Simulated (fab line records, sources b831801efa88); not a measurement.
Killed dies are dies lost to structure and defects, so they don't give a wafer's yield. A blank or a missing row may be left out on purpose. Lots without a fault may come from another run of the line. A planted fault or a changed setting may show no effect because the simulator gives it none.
A struck lot beside a sound one | flow gf180mcu | 16 steps out of a route of 602
Sound: wafers L315.2, L315.4, L315.6. Struck: wafer L325.4. (L325.1, L325.6 of the same lot were not struck and are left out.) The cause comes at the end.
At each step with rows: each side's tool, then ch and its chambers, then its first start. Under that, the readings that differ: sound wafers | struck wafers | difference of the means | sigmas: that difference in standard deviations of wafers without a fault.
alike: readings whose means differ by less than 2 such deviations, and words and numbers that are the same on both sides. not compared: withheld readings, readings that some wafer has no value for, bounds like >300 that may hide the same value, and numbers for which the record gives no deviation and whose values overlap.
The two part at a step that has a row with sigmas, a row that says differs or no value, or rows on one side only. Numbers that don't overlap but have no deviation are shown without sigmas and don't part them. A reading that every wafer of one side lacks parts them only if that side has two wafers or more.

GF_M2_SPUTTER_04: material TiN, target thk 50 nm, time 41.7 s.
  sound on pvd_sputter-03, day 19 18:31; struck on pvd_sputter-01, day 23 02:20
  alike: throttle_valve_pct
GF_M2_RS_MEAS_05: measures by four-point-probe.
  sound on film_metro-04, day 19 18:35; struck on film_metro-02, day 23 02:23
  alike: M2_ALCU_RS
GF_M2_THK_MEAS_06: measures by xrf.
  sound on film_metro-04, day 19 18:41; struck on film_metro-02, day 23 02:30
  alike: M2_ALCU_THK
then, 7 steps without rows for these wafers: GF_M2_DEHYDRATE_07 (time 60 s); GF_M2_HMDS_08 (prime time 60 s); GF_M2_COAT_09 (resist thk 1000 nm); GF_M2_SOFTBAKE_10 (time 60 s); GF_M2_EXPOSE_11 (exposes mask Metal2, target cd 280 nm); GF_M2_PEB_12 (peb time 90 s); GF_M2_DEVELOP_13 (develop time 60 s).
GF_M2_CD_MEAS_14: target cd 280 nm.
  sound on cd_sem-02, day 20 18:47; struck on cd_sem-01, day 24 00:49
  alike: cd_nm
GF_M2_OVL_MEAS_15:
  sound on overlay-01, day 20 18:54; struck on overlay-02, day 24 00:56
  alike: M2_OVL
GF_M2_METAL_ETCH_16: etches the open film in Cl2/BCl3, stops on SiO2, target depth 750.8 nm, time 125.1 s.
  sound on rie_metal-03 ch 0,1, day 20 18:56; struck on rie_metal-02 ch 0, day 24 00:59
  reading                             | sound                | struck | difference | sigmas
  oes_product_au (a.u.)               | 0.986 0.989 0.985    | 0.874  | -0.113     | -17
  throttle_valve_pct (%)              | 28.240 28.207 28.244 | 28.353 | +0.123     | +12
  model.KrF_of_M2_COAT_09.thk_nm (nm) | 678.2 675.2 683.3    | 749.9  | +71.0      |
  alike: drypump_motor_current_A
  not compared: rf_hours_counter_h
GF_M2_STRIP_17: strips in O2/N2.
  sound on plasma_asher-03 ch 1, day 20 19:04; struck on plasma_asher-03 ch 0, day 24 01:07
  reading                      | sound             | struck | difference | sigmas
  oes_product_au (a.u.)        | 0.531 0.530 0.539 | 0.566  | +0.033     | +7
  strip_time_to_endpoint_s (s) | 7.32 7.28 7.37    | 8.01   | +0.69      | +11
  alike: drypump_motor_current_A, heater_power_w
  not compared: rf_hours_counter_h
then, 1 step without rows for these wafers: GF_M2_STRIP_18 (strips in post etch residue remover, time 1200 s).
-- the record jumps here: 9 days lie between the struck wafers' starts before and after (it left off in module M2 and takes up again in module PASSIVATION, whose first step shown is number 602 of the route) --
GF_PASSIVATION_PROBE_99:
  sound on prober-01, day 30 08:04; struck on prober-02, day 32 18:16
  reading                               | sound                | struck | difference | sigmas
  model.etest.met2_comb.leak_log10_a_um | -11.92 -12.02 -11.96 | -7.417 | +4.550     |

WHERE THEY PART
First at GF_M2_METAL_ETCH_16; last, within this record, at GF_M2_STRIP_17.

WHY: what the simulator had put in
Process parameter drift: rie_metal-02, from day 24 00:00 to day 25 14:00, at GF_M2_METAL_ETCH_16. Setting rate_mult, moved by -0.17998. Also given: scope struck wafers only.
